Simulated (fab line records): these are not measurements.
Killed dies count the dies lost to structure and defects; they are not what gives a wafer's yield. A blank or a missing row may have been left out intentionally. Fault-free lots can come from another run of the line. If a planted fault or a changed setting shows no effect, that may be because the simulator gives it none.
Chamber matching :: flow sky130 :: 4 sister chambers for SKY_FIELD_ISO_ETCH_14 on rie_diel-03
The step etches BARC in N2/H2, stops on SiO2, time 45.9 s, target depth 60 nm. 8 wafers are shown with their chamber, then 8 later ones without.

WAFERS PAIRED WITH THEIR CHAMBERS
wafer: L079.1
chamber: 2
throttle_valve_pct (%): 13.214
oes_product_au (a.u.): 0.862

wafer: L079.4
chamber: 3
throttle_valve_pct (%): 13.218
oes_product_au (a.u.): 0.845

wafer: L081.4
chamber: 2
throttle_valve_pct (%): 13.221
oes_product_au (a.u.): 0.859

wafer: L081.6
chamber: 1
throttle_valve_pct (%): 13.223
oes_product_au (a.u.): 0.853

wafer: L085.1
chamber: 3
throttle_valve_pct (%): 13.229
oes_product_au (a.u.): 0.858

wafer: L085.2
chamber: 0
throttle_valve_pct (%): 13.234
oes_product_au (a.u.): 0.856

wafer: L085.6
chamber: 1
throttle_valve_pct (%): 13.225
oes_product_au (a.u.): 0.855

wafer: L087.1
chamber: 0
throttle_valve_pct (%): 13.223
oes_product_au (a.u.): 0.851

WAFERS WITH NO CHAMBER GIVEN
wafer: L087.3
throttle_valve_pct (%): 13.239
oes_product_au (a.u.): 0.844

wafer: L087.5
throttle_valve_pct (%): 13.220
oes_product_au (a.u.): 0.846

wafer: L091.2
throttle_valve_pct (%): 13.209
oes_product_au (a.u.): 0.855

wafer: L091.5
throttle_valve_pct (%): 13.224
oes_product_au (a.u.): 0.855

wafer: L091.6
throttle_valve_pct (%): 13.222
oes_product_au (a.u.): 0.856

wafer: L092.1
throttle_valve_pct (%): 13.228
oes_product_au (a.u.): 0.857

wafer: L092.4
throttle_valve_pct (%): 13.222
oes_product_au (a.u.): 0.854

wafer: L092.6
throttle_valve_pct (%): 13.214
oes_product_au (a.u.): 0.852

WHICH CHAMBER EACH WENT THROUGH
wafer: L087.3
from the rows above: can't be placed: 0 or 3 or 1
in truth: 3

wafer: L087.5
from the rows above: can't be placed: 3 or 1 or 0 or 2
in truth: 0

wafer: L091.2
from the rows above: can't be placed: 2 or 1 or 3 or 0
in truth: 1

wafer: L091.5
from the rows above: can't be placed: 1 or 3 or 0 or 2
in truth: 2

wafer: L091.6
from the rows above: can't be placed: 1 or 3 or 2 or 0
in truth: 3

wafer: L092.1
from the rows above: can't be placed: 0 or 1 or 3 or 2
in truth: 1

wafer: L092.4
from the rows above: can't be placed: 1 or 3 or 0 or 2
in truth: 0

wafer: L092.6
from the rows above: can't be placed: 3 or 1 or 2 or 0
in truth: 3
0 of 8 placed correctly. These rows do not allow placing 8 (true chamber among the candidates in 8). Placed wrongly: 0.
How it was worked out, from the rows above alone: a wafer's distance from a chamber is the root of the sum, over the readings, of the square of ((its reading less the chamber's mean) divided by the reading's scatter). The wafer belongs to the nearest chamber; if the next one is less than 2 further off, it can't be placed. For every chamber, the mean is computed from those of its wafers that are shown. The scatter: take each reading less its chamber's mean, square it, sum over the shown wafers, divide by the number of wafers less the number of chambers, and take the root.
